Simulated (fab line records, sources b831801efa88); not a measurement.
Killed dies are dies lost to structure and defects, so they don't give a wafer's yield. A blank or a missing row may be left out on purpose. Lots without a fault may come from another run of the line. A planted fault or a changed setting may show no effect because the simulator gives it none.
Which tool did it? | flow sky130 | 10 lots, 30 wafers sampled, at 6 steps of a route of 708

WHAT THE GAUGES READ, wafer by wafer
SKY_VIA3_THK_MEAS_23: measures by xrf. Usual: VIA3_W_THK 395 nm, standard deviation 9.4.
lot  | measured     | on            | VIA3_W_THK (nm) | flag
L566 | day 40 01:30 | film_metro-01 | 389 394 385     |
L567 | day 40 03:32 | film_metro-04 | 387 387 395     |
L569 | day 40 21:22 | film_metro-04 | 382 388 387     |
L572 | day 42 02:13 | film_metro-02 | 405 396 407     |
L573 | day 42 04:46 | film_metro-01 | 398 403 397     |
L577 | day 43 02:29 | film_metro-02 | 403 401 400     |
L580 | day 44 03:53 | film_metro-01 | 399 404 384     |
L581 | day 44 05:15 | film_metro-01 | 406 389 408     |
L583 | day 44 13:43 | film_metro-04 | 389 398 384     |
L589 | day 46 07:03 | film_metro-02 | 398 396 412     |

SKY_VIA4_RS_MEAS_19: measures by four-point-probe. Usual: VIA4_W_RS 0.227 ohm/sq, standard deviation 0.0048.
lot  | measured     | on            | VIA4_W_RS (ohm/sq) | flag
L566 | day 43 06:13 | film_metro-02 | 0.230 0.236 0.231  |
L567 | day 43 07:37 | film_metro-02 | 0.232 0.229 0.234  |
L569 | day 43 21:31 | film_metro-04 | 0.220 0.220 0.220  |
L572 | day 45 02:38 | film_metro-04 | 0.228 0.231 0.233  |
L573 | day 45 05:59 | film_metro-03 | 0.228 0.220 0.230  |
L577 | day 46 01:17 | film_metro-02 | 0.226 0.221 0.228  |
L580 | day 47 00:10 | film_metro-02 | 0.221 0.133 0.137  | OFF
L581 | day 47 01:56 | film_metro-04 | 0.132 0.230 0.137  | OFF
L583 | day 47 09:36 | film_metro-04 | 0.232 0.230 0.232  |
L589 | day 48 21:36 | film_metro-04 | 0.232 0.231 0.230  |

SKY_VIA4_THK_MEAS_20: measures by xrf. Usual: VIA4_W_THK 511 nm, standard deviation 11.
lot  | measured     | on            | VIA4_W_THK (nm) | flag
L566 | day 43 06:20 | film_metro-02 | 503 489 498     |
L567 | day 43 07:44 | film_metro-02 | 492 500 493     |
L569 | day 43 21:37 | film_metro-04 | 528 530 529     |
L572 | day 45 02:46 | film_metro-04 | 512 508 499     |
L573 | day 45 06:05 | film_metro-03 | 511 530 508     |
L577 | day 46 01:24 | film_metro-02 | 507 519 501     |
L580 | day 47 00:17 | film_metro-02 | 522 876 848     | OFF
L581 | day 47 02:04 | film_metro-04 | 884 508 853     | OFF
L583 | day 47 09:43 | film_metro-04 | 501 503 501     |
L589 | day 48 21:43 | film_metro-04 | 500 506 506     |

WHICH TOOL RAN EACH LOT (tool, then ch and the chambers of the sampled wafers, then the start)
lot  | SKY_METAL3_STRIP_19                  | SKY_VIA3_ETCH_15                   | SKY_VIA4_CVD_18
L566 | plasma_asher-03 ch 1, day 38 22:01   | rie_diel-02 ch 0,1,2, day 40 00:32 | cvd_w-01 ch 0,1, day 43 06:03
L567 | plasma_asher-01 ch 0,1, day 38 23:49 | rie_diel-01 ch 1,2, day 40 02:29   | cvd_w-01 ch 0,1, day 43 07:26
L569 | plasma_asher-03 ch 1, day 39 18:53   | rie_diel-03 ch 0,1,3, day 40 20:23 | cvd_w-02 ch 0, day 43 21:20
L572 | plasma_asher-01 ch 0,1, day 40 23:13 | rie_diel-01 ch 0,1, day 42 01:11   | cvd_w-01 ch 0,1, day 45 02:29
L573 | plasma_asher-01 ch 0,1, day 41 01:44 | rie_diel-03 ch 0,1,2, day 42 03:41 | cvd_w-02 ch 0,1, day 45 05:49
L577 | plasma_asher-01 ch 0,1, day 41 23:43 | rie_diel-02 ch 0,3, day 43 01:29   | cvd_w-02 ch 0,1, day 46 01:07
L580 | plasma_asher-01 ch 0,1, day 43 02:56 | rie_diel-02 ch 0,2,3, day 44 02:53 | cvd_w-02 ch 0,1, day 46 23:59
L581 | plasma_asher-04 ch 0,1, day 43 04:26 | rie_diel-01 ch 2,3, day 44 04:17   | cvd_w-02 ch 0,1, day 47 01:47
L583 | plasma_asher-04 ch 1, day 43 12:59   | rie_diel-01 ch 0,1, day 44 12:44   | cvd_w-01 ch 0,1, day 47 09:27
L589 | plasma_asher-01 ch 0,1, day 45 06:40 | rie_diel-03 ch 0,1,2, day 46 05:42 | cvd_w-01 ch 0,1, day 48 21:27
- SKY_METAL3_STRIP_19: strips in O2/N2.
- SKY_VIA3_ETCH_15: etches SiO2 in C4F8/O2/Ar, stops on TiN, target depth 507 nm, time 78 s.
- SKY_VIA4_CVD_18: deposits W, target thk 505 nm, time 152.14 s.

WHAT THE TOOLS THEMSELVES READ (means of the sampled wafers that have a number; where no wafer has one, the mark that the record gives instead)
SKY_METAL3_STRIP_19. Usual: drypump_motor_current_A 5.7 A, standard deviation 0.47; n2_flow_sccm 300.1 sccm, standard deviation 0.86; o2_flow_sccm 3001 sccm, standard deviation 9.6; oes_product_au 0.495 a.u., standard deviation 0.0055; strip_time_to_endpoint_s 6.36 s, standard deviation 0.09.
lot  | tool            | drypump_motor_current_A (A) | n2_flow_sccm (sccm) | o2_flow_sccm (sccm) | oes_product_au (a.u.) | strip_time_to_endpoint_s (s) | flag
L566 | plasma_asher-03 | 6.0                         | 299.3               | 3000                | 0.490                 | 6.35                         |
L567 | plasma_asher-01 | 5.6                         | 300.6               | 2999                | 0.497                 | 6.49                         |
L569 | plasma_asher-03 | 6.0                         | 301.0               | 3003                | 0.498                 | 6.42                         |
L572 | plasma_asher-01 | 5.7                         | 300.1               | 2995                | 0.494                 | 6.35                         |
L573 | plasma_asher-01 | 5.6                         | 300.3               | 2998                | 0.496                 | 6.40                         |
L577 | plasma_asher-01 | 5.6                         | 300.5               | 3009                | 0.492                 | 6.30                         |
L580 | plasma_asher-01 | 5.8                         | 301.1               | 3002                | 0.495                 | 6.33                         |
L581 | plasma_asher-04 | 5.2                         | 299.9               | 3001                | 0.495                 | 6.35                         |
L583 | plasma_asher-04 | 6.1                         | 300.1               | 3014                | 0.499                 | 6.29                         |
L589 | plasma_asher-01 | 5.7                         | 300.1               | 2994                | 0.494                 | 6.35                         |

SKY_VIA3_ETCH_15. Usual: oes_product_au 0.946 a.u., standard deviation 0.0045.
lot  | tool        | oes_product_au (a.u.) | flag
L566 | rie_diel-02 | 0.945                 |
L567 | rie_diel-01 | 0.945                 |
L569 | rie_diel-03 | 0.948                 |
L572 | rie_diel-01 | 0.942                 |
L573 | rie_diel-03 | 0.944                 |
L577 | rie_diel-02 | 0.944                 |
L580 | rie_diel-02 | 0.942                 |
L581 | rie_diel-01 | 0.946                 |
L583 | rie_diel-01 | 0.948                 |
L589 | rie_diel-03 | 0.950                 |

SKY_VIA4_CVD_18. Usual: heater_power_w 816 W, standard deviation 97.
lot  | tool     | heater_power_w (W) | flag
L566 | cvd_w-01 | 776                |
L567 | cvd_w-01 | 779                |
L569 | cvd_w-02 | 768                |
L572 | cvd_w-01 | 785                |
L573 | cvd_w-02 | 880                |
L577 | cvd_w-02 | 894                |
L580 | cvd_w-02 | 825                |
L581 | cvd_w-02 | 881                |
L583 | cvd_w-01 | 771                |
L589 | cvd_w-01 | 785                |

THE ANSWER, worked out from the rows above alone
Rule: a lot is off if the mean of its wafers that have a number lies more than 3 standard deviations from the usual mean. A lot without any number at a reading at which 4 lots or more have one is off too. The other lots that the step has rows for count as sound. The gauges are gone through in route order, then the tools' own readings, and for those a lot's mean is taken as printed above. The first step at which some lot is off is used, and at that step the reading that is off furthest; a lot without a number counts as furthest.
Off: L580, L581, at SKY_VIA4_RS_MEAS_19 (VIA4_W_RS).
A tool fits if, at a process step before that reading, it ran every lot that is off, and no sound lot after the first of them. The gauges at SKY_VIA4_RS_MEAS_19 are tried like those tools. One fits: cvd_w-02 at SKY_VIA4_CVD_18. Its last sound lot is L577 (day 46 01:07), its first lot that is off L580 (day 46 23:59): a fault that began between those two fits.

WHAT THE SIMULATOR HAD PUT IN
Process parameter drift: cvd_w-02, from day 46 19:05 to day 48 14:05, at SKY_VIA4_CVD_18. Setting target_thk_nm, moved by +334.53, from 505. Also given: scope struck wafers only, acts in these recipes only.
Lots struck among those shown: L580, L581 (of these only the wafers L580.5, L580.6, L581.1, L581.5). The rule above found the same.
